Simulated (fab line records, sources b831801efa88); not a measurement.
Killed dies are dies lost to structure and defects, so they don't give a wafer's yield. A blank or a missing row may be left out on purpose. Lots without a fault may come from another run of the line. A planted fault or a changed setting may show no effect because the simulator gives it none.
Tool commonality check | flow gf180mcu | 12 lots, 36 wafers sampled

WHY IT WAS OPENED
At GF_V3_THK_MEAS_03 the reading V3_CVD_02_THK is flagged on 2 of 12 lots. Wafers without a fault read 846 nm, standard deviation 12.
Rule: a lot is flagged when every wafer of it that has a number lies more than 4 standard deviations from that mean, or none has a number. The other lots count as sound.

lot  | measured     | on            | V3_CVD_02_THK (nm), wafer by wafer | flag
L339 | day 21 06:26 | film_metro-02 | 835 835 846                        |
L341 | day 22 05:23 | film_metro-01 | 859 845 850                        |
L342 | day 22 22:10 | film_metro-02 | 834 823 841                        |
L343 | day 23 02:08 | film_metro-02 | 841 823 846                        |
L347 | day 24 10:17 | film_metro-02 | 596 601 603                        | FLAGGED
L350 | day 25 09:04 | film_metro-04 | 595 603 610                        | FLAGGED
L355 | day 26 22:23 | film_metro-02 | 846 865 853                        |
L358 | day 27 20:01 | film_metro-01 | 829 830 856                        |
L359 | day 27 23:24 | film_metro-04 | 848 862 856                        |
L360 | day 28 11:47 | film_metro-04 | 829 842 857                        |
L361 | day 28 16:44 | film_metro-01 | 843 850 849                        |
L362 | day 29 03:28 | film_metro-01 | 840 852 865                        |
The numbers of the flagged lots are 601 nm on average: -245 nm against the usual, or -20 standard deviations.

WHICH TOOL RAN EACH LOT
The record holds 4 process steps before the reading, out of a route of 602 steps. In each cell: the tool, then ch and the chambers that the sampled wafers went through, then the start.
lot  | flag    | GF_V2_ETCH_16                      | GF_M3_SPUTTER_02             | GF_M3_SPUTTER_04             | GF_V3_CVD_02
L339 |         | rie_diel-04 ch 0,1,3, day 20 03:37 | pvd_sputter-01, day 20 05:05 | pvd_sputter-01, day 20 05:08 | pecvd-03 ch 1,2, day 21 06:20
L341 |         | rie_diel-04 ch 0,2, day 21 03:13   | pvd_sputter-01, day 21 04:41 | pvd_sputter-01, day 21 04:44 | pecvd-01 ch 0,1, day 22 05:19
L342 |         | rie_diel-03 ch 1, day 21 19:34     | pvd_sputter-01, day 21 21:13 | pvd_sputter-01, day 21 21:16 | pecvd-02 ch 0,1,2, day 22 22:04
L343 |         | rie_diel-04 ch 0,3, day 22 00:19   | pvd_sputter-04, day 22 01:55 | pvd_sputter-04, day 22 01:58 | pecvd-03 ch 0,1, day 23 02:02
L347 | FLAGGED | rie_diel-04 ch 0,3, day 23 09:38   | pvd_sputter-01, day 23 11:08 | pvd_sputter-01, day 23 11:11 | pecvd-02 ch 0,1,2, day 24 10:11
L350 | FLAGGED | rie_diel-03 ch 0,2,3, day 24 08:22 | pvd_sputter-04, day 24 09:53 | pvd_sputter-04, day 24 09:56 | pecvd-02 ch 0,1, day 25 09:00
L355 |         | rie_diel-04 ch 0,1, day 25 23:16   | pvd_sputter-01, day 26 00:46 | pvd_sputter-01, day 26 00:49 | pecvd-03 ch 0,1, day 26 22:18
L358 |         | rie_diel-04 ch 0,1,2, day 26 21:16 | pvd_sputter-01, day 26 22:52 | pvd_sputter-01, day 26 22:55 | pecvd-03 ch 0,1,2, day 27 19:56
L359 |         | rie_diel-04 ch 0,2,3, day 27 01:14 | pvd_sputter-02, day 27 02:47 | pvd_sputter-02, day 27 02:50 | pecvd-03 ch 0,1, day 27 23:19
L360 |         | rie_diel-03 ch 0,2, day 27 12:31   | pvd_sputter-02, day 27 14:20 | pvd_sputter-02, day 27 14:23 | pecvd-02 ch 0,2, day 28 11:43
L361 |         | rie_diel-04 ch 0,1,3, day 27 18:29 | pvd_sputter-04, day 27 19:59 | pvd_sputter-04, day 27 20:02 | pecvd-02 ch 0,1, day 28 16:40
L362 |         | rie_diel-03 ch 1,2,3, day 28 05:07 | pvd_sputter-01, day 28 06:38 | pvd_sputter-01, day 28 06:41 | pecvd-02 ch 1,2, day 29 03:23
What these steps do:
- GF_V2_ETCH_16: etches BARC in N2/H2.
- GF_M3_SPUTTER_02: material AlCu, target thk 450 nm, time 23.9 s.
- GF_M3_SPUTTER_04: material TiN, target thk 50 nm, time 41.7 s.
- GF_V3_CVD_02: deposits SiO2 from TEOS, target thk 850 nm, time 94.851 s.
- GF_V3_THK_MEAS_03

FLAGGED OVER TOTAL, TOOL BY TOOL (the gauges that took the reading come last)
step              | tool           | lots run | flagged | share of the flagged lots | sound lots run after its first flagged lot
GF_V2_ETCH_16     | rie_diel-03    | 4        | 1       | some                      | 2 (L360,L362)
GF_V2_ETCH_16     | rie_diel-04    | 8        | 1       | some                      | 4 (L355,L358,L359,L361)
GF_M3_SPUTTER_02  | pvd_sputter-01 | 7        | 1       | some                      | 3 (L355,L358,L362)
GF_M3_SPUTTER_02  | pvd_sputter-02 | 2        | 0       | none                      | -
GF_M3_SPUTTER_02  | pvd_sputter-04 | 3        | 1       | some                      | 1 (L361)
GF_M3_SPUTTER_04  | pvd_sputter-01 | 7        | 1       | some                      | 3 (L355,L358,L362)
GF_M3_SPUTTER_04  | pvd_sputter-02 | 2        | 0       | none                      | -
GF_M3_SPUTTER_04  | pvd_sputter-04 | 3        | 1       | some                      | 1 (L361)
GF_V3_CVD_02      | pecvd-01       | 1        | 0       | none                      | -
GF_V3_CVD_02      | pecvd-02       | 6        | 2       | all                       | 3 (L360,L361,L362)
GF_V3_CVD_02      | pecvd-03       | 5        | 0       | none                      | -
GF_V3_THK_MEAS_03 | film_metro-01  | 4        | 0       | none                      | -
GF_V3_THK_MEAS_03 | film_metro-02  | 5        | 1       | some                      | 1 (L355)
GF_V3_THK_MEAS_03 | film_metro-04  | 3        | 1       | some                      | 2 (L359,L360)

WHAT THE TABLE ALLOWS
1 row of the table ran every flagged lot: pecvd-02 at GF_V3_CVD_02.
- pecvd-02 at GF_V3_CVD_02: 2 of its 6 lots flagged. Sound lots ran on it after the first flagged one (L360, L361, L362), which a lasting fault on the whole tool wouldn't allow.
No row of the table ran every flagged lot and no sound lot after the first.

WHAT THE SIMULATOR HAD PUT IN
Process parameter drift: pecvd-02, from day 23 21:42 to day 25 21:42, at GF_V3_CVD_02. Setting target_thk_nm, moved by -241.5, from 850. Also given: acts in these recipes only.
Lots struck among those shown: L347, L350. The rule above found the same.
